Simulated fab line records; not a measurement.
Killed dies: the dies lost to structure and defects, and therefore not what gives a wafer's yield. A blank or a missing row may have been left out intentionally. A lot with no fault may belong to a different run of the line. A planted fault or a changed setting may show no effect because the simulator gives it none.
The tool behind it: which one?    flow gf180mcu    14 lots, 42 wafers sampled, at 3 steps of a route of 602

WHAT THE GAUGES SHOWED, per wafer
GF_CONTACT_THK_MEAS_26: measures by xrf. Usual: CONTACT_W_THK 300 nm, standard deviation 4.
lot   measured      on             CONTACT_W_THK (nm)  flag
L283  day 16 05:16  film metro-03  305 306 305         
L284  day 16 10:07  film metro-01  299 299 297         
L285  day 17 00:23  film metro-03  301 309 304         
L287  day 17 16:26  film metro-04  300 295 299         
L288  day 18 01:26  film metro-03  304 308 301         
L290  day 18 18:03  film metro-01  299 298 300         
L295  day 20 16:42  film metro-01  297 299 296         
L296  day 20 20:27  film metro-04  301 303 300         
L297  day 21 07:02  film metro-04  302 298 301         
L299  day 22 01:57  film metro-01  304 294 296         
L300  day 22 12:28  film metro-04  303 306 293         
L304  day 23 10:10  film metro-03  300 295 298         
L305  day 23 19:01  film metro-04  292 296 289         
L306  day 24 06:26  film metro-01  299 295 299         

GF_M1_THK_MEAS_06: measures by xrf. Usual: M1_ALCU_THK 449 nm, standard deviation 5.4.
lot   measured      on             M1_ALCU_THK (nm)  flag
L283  day 16 05:58  film metro-02  453 448 447       
L284  day 16 10:49  film metro-03  447 449 448       
L285  day 17 01:05  film metro-03  442 446 447       
L287  day 17 17:08  film metro-02  453 455 444       
L288  day 18 02:08  film metro-01  456 459 455       
L290  day 18 18:45  film metro-03  446 442 445       
L295  day 20 17:24  film metro-02  442 441 444       
L296  day 20 21:09  film metro-02  453 448 451       
L297  day 21 07:44  film metro-02  457 457 454       
L299  day 22 02:39  film metro-01  449 454 453       
L300  day 22 13:10  film metro-01  455 449 450       
L304  day 23 10:52  film metro-01  460 451 461       
L305  day 23 19:43  film metro-03  441 448 445       
L306  day 24 07:08  film metro-02  437 446 438       

EACH LOT AND THE TOOL THAT RAN IT (in order: tool; ch and the chambers of the sampled wafers; start)
lot   GF_M1_SPUTTER_00
L283  pvd sputter-02, day 16 05:37
L284  pvd sputter-04, day 16 10:28
L285  pvd sputter-01, day 17 00:43
L287  pvd sputter-01, day 17 16:48
L288  pvd sputter-02, day 18 01:46
L290  pvd sputter-02, day 18 18:25
L295  pvd sputter-01, day 20 17:04
L296  pvd sputter-02, day 20 20:47
L297  pvd sputter-02, day 21 07:23
L299  pvd sputter-01, day 22 02:19
L300  pvd sputter-01, day 22 12:49
L304  pvd sputter-04, day 23 10:30
L305  pvd sputter-01, day 23 19:22
L306  pvd sputter-02, day 24 06:47
- GF_M1_SPUTTER_00: material Ti, target thk 37.5 nm, time 150 s.

WHAT THE TOOLS THEMSELVES READ (means of the sampled wafers that have a number; where no wafer has one, the mark that the record gives instead)
GF_M1_SPUTTER_00. Usual: cathode dc power W 3999.9 W, standard deviation 0.76; throttle valve pct 30.2 %, standard deviation 1.2.
lot   tool            cathode dc power W (W)  throttle valve pct (%)  flag
L283  pvd sputter-02  4000.6                  31.0                    
L284  pvd sputter-04  4000.2                  30.7                    
L285  pvd sputter-01  4000.2                  29.8                    
L287  pvd sputter-01  3999.6                  29.9                    
L288  pvd sputter-02  3999.7                  31.8                    
L290  pvd sputter-02  3999.7                  31.2                    
L295  pvd sputter-01  4000.2                  28.3                    
L296  pvd sputter-02  3999.7                  31.0                    
L297  pvd sputter-02  4000.4                  31.5                    
L299  pvd sputter-01  3999.6                  29.7                    
L300  pvd sputter-01  3999.7                  28.9                    
L304  pvd sputter-04  4000.1                  29.1                    
L305  pvd sputter-01  3999.7                  29.4                    
L306  pvd sputter-02  4000.5                  31.8                    

THE ANSWER, worked out from the rows above alone
Rule: take the mean of a lot's wafers that have a number; if it is more than 3 standard deviations from the usual mean, the lot is off. A lot without any number at a reading at which 4 lots or more have one is off too. Where the step has rows for the other lots, those lots are counted as sound. First the gauges in route order, then the tools' own readings, where a lot's mean is used as printed above. At the first step where some lot is off, the reading lying furthest off is the one used; lots without a number count as furthest.
No lot is off at any reading shown: from this, nothing can be told.

WHAT THE SIMULATOR PUT IN
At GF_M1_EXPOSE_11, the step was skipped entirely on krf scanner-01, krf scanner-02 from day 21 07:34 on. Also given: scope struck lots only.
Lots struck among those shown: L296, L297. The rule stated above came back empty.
